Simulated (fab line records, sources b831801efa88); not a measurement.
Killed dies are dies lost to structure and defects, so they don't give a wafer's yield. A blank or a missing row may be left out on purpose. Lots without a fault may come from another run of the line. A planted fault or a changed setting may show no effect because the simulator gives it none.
fab line records | flow sky130
record lots=13 wafers=39 last_day=50
route steps=708 shown SONOS_TUNNEL@162 LDD_HVP@285 LDD_LDN@300 SD_N@358
lots that met no fault: from a run of the same line without faults
start_h: hours from the record's first day to the start of the lot's first wafer shown | wait_h: hours since the lot's step before | " the same as in the row above | L1.1+2: a row that stands for several wafers | - no value, or no start given | * or withheld: withheld | < > ~ a bound
route shown NAME@n: a module of which the file shows steps, and the number in the route of the first | usual: mean/standard deviation of fault-free wafers | same: alike in all rows | chamber/n: place in a boat | sites: the reading at each site | _std_site: their standard deviation | _edge_site: outer sites' mean less inner sites' | radius_mm: how far each site lies from the wafer's centre | mask NAME#n: copy n | behind: the tool/chamber that last shaped the wafer | hold: why the lot was held/for how many hours/how that ended | device: the transistor (n, p or np) that didn't switch | end of line: the same wafers' tests at the end of the route | a step without rows: its recipe alone | killed: dies lost to structure and defects at the first sort, not the wafer's yield | map: a wafer's dies, x killed, . not, _ none there
set.NAME: the setting as run; set.NAME@STEP: as run at that earlier step | model.NAME: the simulator's own value behind a step, which no gauge read
steps of the route over a sample of lots; a table a step, a row a wafer
services: from which hour (start_h, from the record's first day; less than 0 if before it) a tool's chamber was out of use, for how many hours, and why
## steps
# step SKY_SONOS_TUNNEL_OVL_MEAS_08
# usual SONOS_TUNNEL_OVL=0.0/1.3
# columns lot.wafer tool chamber start_h wait_h SONOS_TUNNEL_OVL[nm]
L954.1 overlay-02 - 261.30 0.1 -0.1
L954.2 " - " " 2.0
L954.3 " - " " 2.4
L955.2 overlay-02 - 270.56 0.1 -0.1
L955.3 " - " " -1.1
L955.4 " - " " -2.3
L956.1 overlay-02 - 276.50 0.1 1.8
L956.4 " - " " 0.5
L956.5 " - " " -0.3
L957.1 overlay-02 - 288.30 0.1 -0.3
L957.2 " - " " -1.0
L957.3 " - " " 1.2
L958.2 overlay-02 - 295.96 0.1 -0.7
L958.5 " - " " 0.2
L958.6 " - " " 1.1
L959.3 overlay-02 - 300.03 0.1 0.3
L959.4 " - " " 0.1
L959.6 " - " " 0.5
L962.1 overlay-01 - 341.19 0.1 -0.4
L962.4 " - " " 0.5
L962.6 " - " " 0.2
L963.1 overlay-02 - 349.27 0.1 -1.2
L963.2 " - " " 1.5
L963.3 " - " " 1.1
L964.1 overlay-01 - 350.82 0.1 -0.9
L964.5 " - " " -2.9
L964.6 " - " " -1.7
L972.1 overlay-02 - 403.00 0.1 0.3
L972.3 " - " " -0.3
L972.6 " - " " -0.5
L973.1 overlay-02 - 418.90 0.1 -0.7
L973.2 " - " " -1.1
L973.4 " - " " -1.5
L975.2 overlay-01 - 431.30 0.1 -0.6
L975.3 " - " " -0.6
L975.5 " - " " -0.7
L976.1 overlay-02 - 442.42 0.1 1.9
L976.4 " - " " 0.4
L976.5 " - " " 1.9
# step SKY_LDD_HVP_OVL_MEAS_07
# usual LDD_HVP_OVL=-0.1/1.4
# columns lot.wafer tool chamber start_h wait_h LDD_HVP_OVL[nm]
L954.1 overlay-01 - 514.43 0.1 0.6
L954.2 " - " " 0.3
L954.3 " - " " 0.4
L955.2 overlay-02 - 526.18 0.1 2.7
L955.3 " - " " 1.1
L955.4 " - " " 2.1
L956.1 overlay-01 - 529.90 0.1 -2.2
L956.4 " - " " -1.4
L956.5 " - " " -1.9
L957.1 overlay-02 - 544.65 0.1 -0.8
L957.2 " - " " 0.1
L957.3 " - " " 0.5
L958.2 overlay-02 - 551.10 0.1 1.8
L958.5 " - " " -1.0
L958.6 " - " " -0.1
L959.3 overlay-02 - 561.79 0.1 -1.7
L959.4 " - " " -0.1
L959.6 " - " " 0.8
L962.1 overlay-02 - 605.20 0.1 -0.1
L962.4 " - " " -0.3
L962.6 " - " " 0.6
L963.1 overlay-02 - 608.95 0.1 1.2
L963.2 " - " " -1.3
L963.3 " - " " -0.8
L964.1 overlay-01 - 617.57 0.1 -0.1
L964.5 " - " " -1.1
L964.6 " - " " -0.1
L972.1 overlay-02 - 662.77 0.1 0.5
L972.3 " - " " 0.7
L972.6 " - " " 0.8
L973.1 overlay-02 - 676.98 0.1 1.3
L973.2 " - " " 0.3
L973.4 " - " " 1.8
L975.2 overlay-01 - 690.05 0.1 0.0
L975.3 " - " " -1.0
L975.5 " - " " 1.6
L976.1 overlay-01 - 699.72 0.1 -0.6
L976.4 " - " " 1.5
L976.5 " - " " 2.5
# step SKY_LDD_LDN_IMPLANT_11
# recipe species=As energy_kev=15 dose_cm2=1.25e+13 tilt_deg=withheld rotation_deg=293
# usual dose_ions_cm2=1.25e+13/1.4e+10 faraday_current_uA=70.5/1.4
# columns lot.wafer tool chamber start_h wait_h dose_ions_cm2 faraday_current_uA
L954.1 implanter-03 0 545.91 0.1 1.2506e+13 72.4
L954.2 " 0 " " 1.251e+13 70.0
L954.3 " 0 " " 1.2494e+13 68.3
L955.2 implanter-03 0 557.21 0.1 1.2509e+13 69.1
L955.3 " 0 " " 1.2515e+13 69.7
L955.4 " 0 " " 1.2504e+13 69.1
L956.1 implanter-02 0 561.18 0.1 1.25e+13 70.2
L956.4 " 0 " " 1.2474e+13 70.6
L956.5 " 0 " " 1.2504e+13 69.9
L957.1 implanter-03 0 575.83 0.1 1.2517e+13 67.4
L957.2 " 0 " " 1.2532e+13 70.8
L957.3 " 0 " " 1.2521e+13 71.6
L958.2 implanter-03 0 582.39 0.1 1.2477e+13 70.1
L958.5 " 0 " " 1.2496e+13 70.9
L958.6 " 0 " " 1.2487e+13 70.4
L959.3 implanter-03 0 592.56 0.1 1.2484e+13 70.2
L959.4 " 0 " " 1.2499e+13 70.4
L959.6 " 0 " " 1.249e+13 68.9
L962.1 implanter-03 0 635.91 0.1 8.089e+12 44.9
L962.4 " 0 " " 8.086e+12 46.4
L962.6 " 0 " " 8.095e+12 44.6
L963.1 implanter-03 0 639.03 0.1 8.104e+12 45.2
L963.2 " 0 " " 8.09e+12 46.2
L963.3 " 0 " " 8.067e+12 45.7
L964.1 implanter-04 0 646.61 0.1 1.2494e+13 70.2
L964.5 " 0 " " 1.2513e+13 70.9
L964.6 " 0 " " 1.253e+13 71.9
L972.1 implanter-02 0 692.08 0.1 1.2513e+13 72.1
L972.3 " 0 " " 1.2513e+13 70.3
L972.6 " 0 " " 1.2529e+13 73.9
L973.1 implanter-04 0 706.68 0.1 1.2498e+13 69.6
L973.2 " 0 " " 1.2499e+13 71.0
L973.4 " 0 " " 1.2506e+13 69.3
L975.2 implanter-04 0 719.11 0.1 1.2491e+13 72.1
L975.3 " 0 " " 1.2494e+13 70.6
L975.5 " 0 " " 1.2491e+13 69.5
L976.1 implanter-04 0 728.61 0.1 1.2507e+13 70.8
L976.4 " 0 " " 1.2502e+13 72.5
L976.5 " 0 " " 1.2519e+13 70.5
# step SKY_LDD_LDN_TW_MEAS_13
# usual LDD_LDN_TW=1481/7.5
# columns lot.wafer tool chamber start_h wait_h LDD_LDN_TW
L954.1 film_metro-02 - 546.16 0.1 1488
L954.2 " - " " 1494
L954.3 " - " " 1490
L955.2 film_metro-02 - 557.44 0.1 1495
L955.3 " - " " 1489
L955.4 " - " " 1498
L956.1 film_metro-02 - 561.43 0.1 1487
L956.4 " - " " 1495
L956.5 " - " " 1493
L957.1 film_metro-03 - 576.08 0.1 1476
L957.2 " - " " 1467
L957.3 " - " " 1469
L958.2 film_metro-03 - 582.62 0.1 1470
L958.5 " - " " 1477
L958.6 " - " " 1474
L959.3 film_metro-03 - 592.78 0.1 1467
L959.4 " - " " 1469
L959.6 " - " " 1473
L962.1 film_metro-03 - 636.16 0.1 1446
L962.4 " - " " 1438
L962.6 " - " " 1445
L963.1 film_metro-02 - 639.28 0.1 1433
L963.2 " - " " 1434
L963.3 " - " " 1431
L964.1 film_metro-01 - 646.86 0.1 1479
L964.5 " - " " 1488
L964.6 " - " " 1478
L972.1 film_metro-01 - 692.33 0.1 1481
L972.3 " - " " 1476
L972.6 " - " " 1479
L973.1 film_metro-02 - 706.93 0.1 1486
L973.2 " - " " 1482
L973.4 " - " " 1494
L975.2 film_metro-02 - 719.34 0.1 1480
L975.3 " - " " 1478
L975.5 " - " " 1482
L976.1 film_metro-03 - 728.86 0.1 1482
L976.4 " - " " 1486
L976.5 " - " " 1482
# step SKY_SD_N_RS_MEAS_16
# recipe thk_meas_gauge=four-point-probe
# usual SD_N_RS=68.56/0.099
# columns lot.wafer tool chamber start_h wait_h SD_N_RS[ohm/sq]
L954.1 film_metro-01 - 669.54 0.1 68.47
L954.2 " - " " 68.64
L954.3 " - " " 68.38
L955.2 film_metro-01 - 677.28 0.1 68.57
L955.3 " - " " 68.44
L955.4 " - " " 68.54
L956.1 film_metro-04 - 683.47 0.1 68.43
L956.4 " - " " 68.70
L956.5 " - " " 68.75
L957.1 film_metro-04 - 697.63 0.1 68.70
L957.2 " - " " 68.69
L957.3 " - " " 68.69
L958.2 film_metro-04 - 702.85 0.1 68.70
L958.5 " - " " 68.73
L958.6 " - " " 68.70
L959.3 film_metro-02 - 710.62 0.1 68.57
L959.4 " - " " 68.65
L959.6 " - " " 68.55
L962.1 film_metro-01 - 751.94 0.1 68.63
L962.4 " - " " 68.50
L962.6 " - " " 68.56
L963.1 film_metro-01 - 756.97 0.1 68.40
L963.2 " - " " 68.60
L963.3 " - " " 68.48
L964.1 film_metro-04 - 762.49 0.1 68.61
L964.5 " - " " 68.51
L964.6 " - " " 68.56
L972.1 film_metro-01 - 802.79 0.1 68.63
L972.3 " - " " 68.59
L972.6 " - " " 68.61
L973.1 film_metro-02 - 816.57 0.1 68.52
L973.2 " - " " 68.52
L973.4 " - " " 68.53
L975.2 film_metro-04 - 828.07 0.1 68.41
L975.3 " - " " 68.62
L975.5 " - " " 68.43
L976.1 film_metro-02 - 836.27 0.1 68.55
L976.4 " - " " 68.44
L976.5 " - " " 68.68
## services
# columns tool chamber start_h hours kind
implanter-02 - 536.69 3.2 repair
implanter-02 - 539.89 3.5 pm
implanter-02 - 543.57 1.5 repair
implanter-03 - 560.62 6.5 pm
implanter-04 - 626.21 0.6 repair
implanter-03 - 646.78 9.7 pm
implanter-03 - 676.19 3.4 repair
implanter-02 - 702.30 5.1 repair
## key
first_sign step=SKY_LDD_LDN_IMPLANT_11 reading=dose_ions_cm2 direction=down sigmas=99+ usual=* struck=*
effect step=SKY_LDD_LDN_IMPLANT_11 reading=faraday_current_uA direction=down sigmas=18 usual=70.5 struck=45.5
effect step=SKY_LDD_LDN_TW_MEAS_13 reading=LDD_LDN_TW direction=down sigmas=5.7 usual=1481 struck=1438
met_at SKY_LDD_LDN_IMPLANT_11
struck_lots L962,L963
tester_left_out L962,L963
not_acting_at SKY_SONOS_TUNNEL_OVL_MEAS_08,SKY_LDD_HVP_OVL_MEAS_07,SKY_SD_N_RS_MEAS_16
onset_between 592.56 635.91
fault kind=process_parameter_drift tool=implanter-03 chamber=- onset_h=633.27 steps=SKY_LDD_LDN_IMPLANT_11 channel=dose_cm2 offset=* shape=step end_h=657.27 acts_in=* stated=*
# tester_left_out: of these lots the tester's yield and bins aren't shown, on N5 and GAA mostly nor the transistor test; their killed dies are dies lost to structure and defects alone, not to doping, threshold or leakage, so they don't give the yield
